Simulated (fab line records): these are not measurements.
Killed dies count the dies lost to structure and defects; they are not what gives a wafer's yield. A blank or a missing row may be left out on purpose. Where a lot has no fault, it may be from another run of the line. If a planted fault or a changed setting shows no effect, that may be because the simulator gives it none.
Comparing a struck lot with a sound one :: flow sky130 :: 36 steps out of a route of 708
Sound: the wafers L681.1, L681.3, L681.4. The struck wafers were L694.1, L694.2, L694.5. At the end, the cause is stated.
Each step with rows lists, per side, the tool, then ch with its chambers, then its first start. Under that, the readings that differ: sound wafers :: struck wafers :: difference of the means :: sigmas: that difference in standard deviations of wafers without a fault.
alike: readings with means less than 2 such deviations apart, plus words and numbers identical on both sides. not compared: withheld readings, readings lacking a value on some wafer, bounds such as >300 that could conceal the same value, and numbers that have no deviation in the record and whose values overlap.
Wherever a step has rows on one side only, a row that says differs or no value, or a row with sigmas, the two part there. Numbers that don't overlap but have no deviation are shown without sigmas and don't part them. Lack of a reading on every wafer of one side parts them only where that side has two or more wafers.

first, 10 steps without rows for these wafers: SKY_POLY_CUT_ETCH_10 (etches BARC in N2/H2, stops on SiO2, time 45.9 s, target depth 60 nm); SKY_POLY_CUT_ETCH_11 (etches Si3N4 in CF4/CH2F2/Ar, stops on poly-Si, time 42.5 s, target depth 60 nm); SKY_POLY_CUT_STRIP_12 (strips in O2/N2); SKY_SD_P_DEHYDRATE_00 (time 60 s); SKY_SD_P_HMDS_01 (prime time 60 s); SKY_SD_P_COAT_02 (resist thk 1140 nm); SKY_SD_P_SOFTBAKE_03 (time 60 s); SKY_SD_P_EXPOSE_04 (exposes mask PSDM, target cd 380 nm); SKY_SD_P_PEB_05; SKY_SD_P_DEVELOP_06 (develop time 60 s).
SKY_SD_P_IMPLANT_09:
  sound on implanter-03 ch 0, day 26 04:47; struck on implanter-03 ch 0, day 30 07:22
  alike: dose ions cm2, end station pressure torr
SKY_SD_P_STRIP_10: strips in O2/N2.
  sound on plasma asher-03 ch 0,1, day 26 04:56; struck on plasma asher-03 ch 0,1, day 30 07:31
reading: oes product au (a.u.)
sound: 0.611 0.610 0.612
struck: 0.591 0.596 0.590
difference: -0.019
sigmas: -4

reading: strip time to endpoint s (s)
sound: 17.46 17.44 17.44
struck: 18.93 18.88 18.91
difference: +1.46
sigmas: +26
  alike: drypump motor current A, n2 flow sccm
  not compared: rf hours counter h
SKY_SD_P_TW_MEAS_11:
  struck on film metro-01, day 30 07:37; sound on film metro-04, day 26 05:02
reading: SD_P_TW
sound: 2838 2842 2854
struck: 3172 3168 3178
difference: +328
sigmas: +7
then, 21 steps without rows for these wafers: SKY_RES_XHIGH_DEHYDRATE_00 (time 60 s); SKY_RES_XHIGH_HMDS_01 (prime time 60 s); SKY_RES_XHIGH_COAT_02 (resist thk 1140 nm); SKY_RES_XHIGH_SOFTBAKE_03 (time 61.26 s); SKY_RES_XHIGH_EXPOSE_04 (exposes mask URPM, target cd 1270 nm); SKY_RES_XHIGH_PEB_05; SKY_RES_XHIGH_DEVELOP_06 (develop time 60 s); SKY_RES_XHIGH_IMPLANT_07; SKY_RES_XHIGH_STRIP_08 (strips in O2/N2); SKY_SD_N_DEHYDRATE_00 (time 60 s); SKY_SD_N_HMDS_01 (prime time 60 s); SKY_SD_N_COAT_02 (resist thk 1140 nm); SKY_SD_N_SOFTBAKE_03 (time 60 s); SKY_SD_N_EXPOSE_04 (exposes mask NSDM, target cd 380 nm); SKY_SD_N_PEB_05; SKY_SD_N_DEVELOP_06 (develop time 60 s); SKY_SD_N_IMPLANT_09; SKY_SD_N_IMPLANT_10; SKY_SD_N_STRIP_11 (strips in O2/N2); SKY_SD_N_CLEAN_13 (cleans in SC1/SC2, time 150 s); SKY_SD_N_RTA_14 (time 2 s).
-- the record jumps here: 2 days lie between the struck wafers' starts before and after --
SKY_SD_N_RS_MEAS_17: a four-point-probe measurement.
  struck on film metro-01, day 32 15:03; sound on film metro-04, day 28 15:36
reading: SD_P_RS (ohm/sq)
sound: 146.9 146.7 147.3
struck: 138.0 137.8 138.1
difference: -9.0
sigmas: -22
-- a jump in the record: the struck wafers' starts before and after are 16 days apart (it breaks off in module SD_N and resumes in module PAD_OPEN, where the first step shown is number 708 of the route) --
SKY_PAD_OPEN_PROBE_99:
  struck on prober-01, day 49 01:46; sound on prober-02, day 46 06:50
reading: model.etest.res pdiff.line ohm um
sound: 1376 1371 1352
struck: 1141 1144 1162
difference: -217
sigmas: 

reading: model.etest.res high po.line ohm um
sound: 711.2 712.2 716.7
struck: 526.1 526 516.4
difference: -190.5
sigmas: 

reading: model.etest.licon high po.rc ohm
sound: 329.7 350.7 349.6
struck: 207.8 199.4 191.8
difference: -143.7
sigmas: 

reading: model.etest.pfet g5v0d10v5.r on ohm um
sound: 4745 4726 4754
struck: 4699 4688 4614
difference: -75
sigmas: 

reading: model.etest.licon pdiff.rc ohm
sound: 609.6 617.4 595.7
struck: 482.1 477.1 457.6
difference: -135.3
sigmas: 

reading: model.etest.res high po.rs ohm sq
sound: 249.3 247.9 250.1
struck: 185.3 183.8 182
difference: -65.4
sigmas: 

reading: model.etest.res pdiff hv.rs ohm sq
sound: 187.5 185.9 188.7
struck: 155.3 157 157.8
difference: -30.7
sigmas: 
  alike: killed_at_M0_to_M3, killed_at_M4_up, killed at contacts, killed at front end, killed at other, killed dies, killed open, killed short
  not compared: model.etest.pfet_01v8.r on ohm um

WHERE THEY PART
At SKY_SD_P_STRIP_10 first; at SKY_SD_N_RS_MEAS_17 last (within this record only). Later steps at which nothing parts them and some readings are alike: SKY_PAD_OPEN_PROBE_99.

WHY: what had been put in by the simulator
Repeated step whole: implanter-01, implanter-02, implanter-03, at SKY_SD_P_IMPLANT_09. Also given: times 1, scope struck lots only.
